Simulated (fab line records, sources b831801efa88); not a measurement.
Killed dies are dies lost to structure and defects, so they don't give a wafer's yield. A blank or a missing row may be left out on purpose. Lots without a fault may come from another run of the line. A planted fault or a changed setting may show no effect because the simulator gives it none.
Problem report in the 8D (eight disciplines) form, filled by code | flow sky130 | the parts of the form that need people (team, actions taken, sign-off) are left out

1. THE PROBLEM
n2_flow_sccm at SKY_DNWELL_STRIP_08 reads a mean of 359.9 sccm on 1 wafer of 1 lot; wafers without a fault read 300.0 sccm with a standard deviation of 0.8. That is +75 standard deviations from the usual mean.
The step: strips in O2/N2.
First seen on wafer L917.5, day 6 14:26, on plasma_asher-01. The record holds 39 wafers of 13 lots with a number at this step. Rule for "out", or "out of limits": more than 4 standard deviations from the usual mean. The other wafers with a number count as sound.

2. WHAT IT IS AND WHAT IT IS NOT
question                    | is               | is not
which readings at this step | n2_flow_sccm     | drypump_motor_current_A, oes_product_au, strip_time_to_endpoint_s
which lots                  | L917             | L904, L906, L909, L910, L911, L913, L915, L919, L923, L925, L926, L927
which wafers of those lots  | L917.5           | L917.2, L917.6
read on which tools         | plasma_asher-01  | plasma_asher-02, plasma_asher-03
when                        | from day 6 14:26 | up to then (23 sound wafers); but 15 sound wafers of L919, L923, L925, L926, L927 came after

3. SUSPECTS, AND WHAT RULES EACH OUT
Counting: a tool at a process step up to the reading stays a suspect if it ran every lot that is out. Sound lots after the first of them don't rule it out here, since some wafers of a struck lot are sound.
- plasma_asher-01 at SKY_DNWELL_STRIP_08 (strips in O2/N2): kept. It ran the lot that is out, L917 (day 6 14:26); its last sound lot up to then is L913 (day 5 08:28). Its own readings are out on those wafers: n2_flow_sccm.
- Within plasma_asher-01 at SKY_DNWELL_STRIP_08: the wafers that are out ran in chamber 1; their sound lot-mates ran in chamber 0.
Left after counting: plasma_asher-01 at SKY_DNWELL_STRIP_08.

4. THE CAUSE (what the simulator had put in)
Process parameter drift: plasma_asher-01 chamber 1, from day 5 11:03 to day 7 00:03, at SKY_DNWELL_STRIP_08. Setting n2_flow_sccm, moved by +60, from 300. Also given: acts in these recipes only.
Counting left only this tool.

5. THE CHAIN OF EFFECTS, in route order
Each row: a reading whose mean over the struck wafers that have a number lies more than 3 standard deviations from the usual. Only readings for which the record gives a usual standard deviation are gone through. hours: the time from each lot's start at the first step in this table that gives one to its start at this step, as a median over the lots. sigmas: the change in usual standard deviations.
hours | step                | reading      | usual      | on struck wafers | change | sigmas
0     | SKY_DNWELL_STRIP_08 | n2_flow_sccm | 300.0 sccm | 359.9            | +59.9  | +75
The process steps in it:
- SKY_DNWELL_STRIP_08: strips in O2/N2.
Later measuring or inspecting steps at which every struck wafer that the step has a row for has a number for every such reading, and none has moved that far: SKY_PWDE_OVL_MEAS_07.

6. WHAT WOULD HAVE CAUGHT IT SOONER
In this record the first reading out of limits was taken at day 6 14:26, 27 hours after the fault began at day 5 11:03.
